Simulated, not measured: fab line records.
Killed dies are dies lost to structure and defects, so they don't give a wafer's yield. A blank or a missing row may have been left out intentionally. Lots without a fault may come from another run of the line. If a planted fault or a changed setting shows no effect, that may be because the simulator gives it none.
Chamber matching | flow sky130 | cmp-02 running SKY_FIELD_ISO_CMP_27: 4 sister chambers
The step polishes, stops on Si3N4, t overpolish 16 s, target thk 457.8 nm. 8 wafers are shown with their chamber, then 8 later ones without.

## WAFERS PAIRED WITH THEIR CHAMBERS
wafer  | chamber | motorCurrentA (A)
L273.6 | 1       | 12.1
L279.5 | 1       | 12.0
L291.1 | 3       | 11.5
L291.4 | 0       | 13.1
L292.4 | 2       | 10.6
L292.5 | 0       | 12.6
L292.6 | 3       | 10.5
L293.2 | 2       | 10.3

## WAFERS WITH NO CHAMBER GIVEN
wafer  | motorCurrentA (A)
L293.4 | 12.8
L293.6 | 10.6
L294.3 | 11.0
L294.4 | 12.4
L294.5 | 11.2
L296.3 | 12.9
L296.4 | 12.7
L296.5 | 13.0

## THE CHAMBER EACH PASSED THROUGH
wafer  | from the rows above          | in truth
L293.4 | can't be placed: 0 or 1      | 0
L293.6 | can't be placed: 2 or 3      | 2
L294.3 | can't be placed: 3 or 2      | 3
L294.4 | can't be placed: 1 or 0      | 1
L294.5 | can't be placed: 3 or 2 or 1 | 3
L296.3 | can't be placed: 0 or 1      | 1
L296.4 | can't be placed: 0 or 1      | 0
L296.5 | can't be placed: 0 or 1      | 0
Placed correctly: 0 of 8. Unplaceable from these rows: 8, with the true chamber sitting among the candidates in 8. Wrongly placed: 0.
How it was worked out, from the rows above alone: a wafer's distance from a chamber is the root of the sum, over the readings, of the square of ((its reading less the chamber's mean) divided by the reading's scatter). The wafer belongs to the nearest chamber; if the next one is less than 2 further off, it can't be placed. The mean given for a chamber averages the wafers shown for that chamber. The scatter: take each reading less its chamber's mean, square it, sum over the shown wafers, divide by the number of wafers less the number of chambers, and take the root.
